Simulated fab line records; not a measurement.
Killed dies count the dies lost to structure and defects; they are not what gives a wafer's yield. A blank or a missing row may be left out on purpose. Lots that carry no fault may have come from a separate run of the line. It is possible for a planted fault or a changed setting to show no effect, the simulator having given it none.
Matching of chambers :: flow gf180mcu :: GF_M5_ETCH_09 on rie diel-04 has 4 sister chambers
The step etches Si3N4 in CF4/O2, target depth 52 nm, time 11.6 s. 27 wafers are shown with their chamber, then 12 later ones without.

## WAFERS, EACH WITH ITS CHAMBER
wafer: L075.3
chamber: 0
drypump motor current A (A): 5.8
oes product au (a.u.): 0.996
throttle valve pct (%): 5.952

wafer: L075.5
chamber: 1
drypump motor current A (A): 5.7
oes product au (a.u.): 0.992
throttle valve pct (%): 5.965

wafer: L075.6
chamber: 2
drypump motor current A (A): 6.2
oes product au (a.u.): 0.998
throttle valve pct (%): 5.969

wafer: L077.3
chamber: 2
drypump motor current A (A): 6.2
oes product au (a.u.): 1.004
throttle valve pct (%): 5.970

wafer: L077.4
chamber: 0
drypump motor current A (A): 5.8
oes product au (a.u.): 0.987
throttle valve pct (%): 5.958

wafer: L077.6
chamber: 2
drypump motor current A (A): 6.2
oes product au (a.u.): 1.000
throttle valve pct (%): 5.975

wafer: L079.1
chamber: 2
drypump motor current A (A): 6.2
oes product au (a.u.): 0.988
throttle valve pct (%): 5.962

wafer: L079.3
chamber: 3
drypump motor current A (A): 5.5
oes product au (a.u.): 0.996
throttle valve pct (%): 5.978

wafer: L079.4
chamber: 0
drypump motor current A (A): 5.8
oes product au (a.u.): 0.987
throttle valve pct (%): 5.971

wafer: L080.1
chamber: 0
drypump motor current A (A): 5.8
oes product au (a.u.): 0.996
throttle valve pct (%): 5.972

wafer: L080.2
chamber: 1
drypump motor current A (A): 5.8
oes product au (a.u.): 1.000
throttle valve pct (%): 5.985

wafer: L080.3
chamber: 3
drypump motor current A (A): 5.5
oes product au (a.u.): 1.004
throttle valve pct (%): 5.958

wafer: L083.1
chamber: 2
drypump motor current A (A): 6.2
oes product au (a.u.): 1.005
throttle valve pct (%): 5.996

wafer: L083.3
chamber: 0
drypump motor current A (A): 5.8
oes product au (a.u.): 0.987
throttle valve pct (%): 5.961

wafer: L083.6
chamber: 0
drypump motor current A (A): 5.8
oes product au (a.u.): 0.986
throttle valve pct (%): 5.979

wafer: L086.1
chamber: 3
drypump motor current A (A): 5.4
oes product au (a.u.): 0.999
throttle valve pct (%): 5.966

wafer: L086.2
chamber: 1
drypump motor current A (A): 5.7
oes product au (a.u.): 0.991
throttle valve pct (%): 5.957

wafer: L086.5
chamber: 1
drypump motor current A (A): 5.7
oes product au (a.u.): 1.004
throttle valve pct (%): 5.964

wafer: L087.3
chamber: 1
drypump motor current A (A): 5.7
oes product au (a.u.): 1.009
throttle valve pct (%): 5.970

wafer: L087.4
chamber: 2
drypump motor current A (A): 6.2
oes product au (a.u.): 1.005
throttle valve pct (%): 5.957

wafer: L087.5
chamber: 2
drypump motor current A (A): 6.2
oes product au (a.u.): 0.997
throttle valve pct (%): 5.983

wafer: L088.2
chamber: 2
drypump motor current A (A): 6.2
oes product au (a.u.): 0.983
throttle valve pct (%): 5.981

wafer: L088.3
chamber: 1
drypump motor current A (A): 5.7
oes product au (a.u.): 1.008
throttle valve pct (%): 5.960

wafer: L088.6
chamber: 0
drypump motor current A (A): 5.8
oes product au (a.u.): 1.003
throttle valve pct (%): 5.969

wafer: L090.1
chamber: 3
drypump motor current A (A): 5.4
oes product au (a.u.): 1.000
throttle valve pct (%): 5.966

wafer: L090.4
chamber: 3
drypump motor current A (A): 5.4
oes product au (a.u.): 1.007
throttle valve pct (%): 5.960

wafer: L090.5
chamber: 3
drypump motor current A (A): 5.4
oes product au (a.u.): 1.002
throttle valve pct (%): 5.977

SIGNATURES (means of the wafers above)
reading: drypump motor current A
chamber 0: 5.800
chamber 1: 5.717
chamber 2: 6.200
chamber 3: 5.433
scatter within a chamber: 0.0307

reading: oes product au
chamber 0: 0.99171
chamber 1: 1.00067
chamber 2: 0.99750
chamber 3: 1.00133
scatter within a chamber: 0.00693

reading: throttle valve pct
chamber 0: 5.96600
chamber 1: 5.96683
chamber 2: 5.97412
chamber 3: 5.96750
scatter within a chamber: 0.0103
Rule: a wafer lies at a distance from a chamber equal to the root of the sum of squares, over the readings, of (its reading less the chamber's mean, divided by the reading's scatter). The wafer belongs to the nearest chamber; if the next one is less than 2 further off, it can't be placed. How the scatter is found: for the shown wafers, subtract from each reading the mean of its chamber, square and add these, divide the total by (wafers less chambers), then take the root.

## WAFERS MISSING THEIR CHAMBER
wafer: L091.1
drypump motor current A (A): 5.7
oes product au (a.u.): 0.996
throttle valve pct (%): 5.963

wafer: L091.2
drypump motor current A (A): 5.5
oes product au (a.u.): 1.001
throttle valve pct (%): 5.978

wafer: L091.3
drypump motor current A (A): 5.7
oes product au (a.u.): 1.002
throttle valve pct (%): 5.979

wafer: L092.1
drypump motor current A (A): 5.7
oes product au (a.u.): 0.994
throttle valve pct (%): 5.958

wafer: L092.3
drypump motor current A (A): 6.2
oes product au (a.u.): 0.992
throttle valve pct (%): 5.973

wafer: L092.4
drypump motor current A (A): 5.4
oes product au (a.u.): 0.990
throttle valve pct (%): 5.969

wafer: L093.1
drypump motor current A (A): 5.7
oes product au (a.u.): 0.996
throttle valve pct (%): 5.947

wafer: L093.2
drypump motor current A (A): 5.5
oes product au (a.u.): 0.993
throttle valve pct (%): 5.955

wafer: L093.6
drypump motor current A (A): 5.8
oes product au (a.u.): 0.989
throttle valve pct (%): 5.957

wafer: L095.1
drypump motor current A (A): 5.4
oes product au (a.u.): 1.005
throttle valve pct (%): 5.972

wafer: L095.2
drypump motor current A (A): 6.2
oes product au (a.u.): 0.997
throttle valve pct (%): 5.962

wafer: L095.3
drypump motor current A (A): 5.7
oes product au (a.u.): 1.001
throttle valve pct (%): 5.968

## THE CHAMBER EACH PASSED THROUGH
wafer: L091.1
from the rows above: 1
in truth: 1

wafer: L091.2
from the rows above: 3
in truth: 3

wafer: L091.3
from the rows above: 1
in truth: 1

wafer: L092.1
from the rows above: can't be placed: 1 or 0
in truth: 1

wafer: L092.3
from the rows above: 2
in truth: 2

wafer: L092.4
from the rows above: 3
in truth: 3

wafer: L093.1
from the rows above: can't be placed: 1 or 0
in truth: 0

wafer: L093.2
from the rows above: 3
in truth: 3

wafer: L093.6
from the rows above: 0
in truth: 0

wafer: L095.1
from the rows above: 3
in truth: 3

wafer: L095.2
from the rows above: 2
in truth: 2

wafer: L095.3
from the rows above: 1
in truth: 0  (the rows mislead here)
9 of 12 placed correctly. From these rows, 2 cannot be placed; in 2 the true chamber is one of the candidates. Placed wrongly: 1.
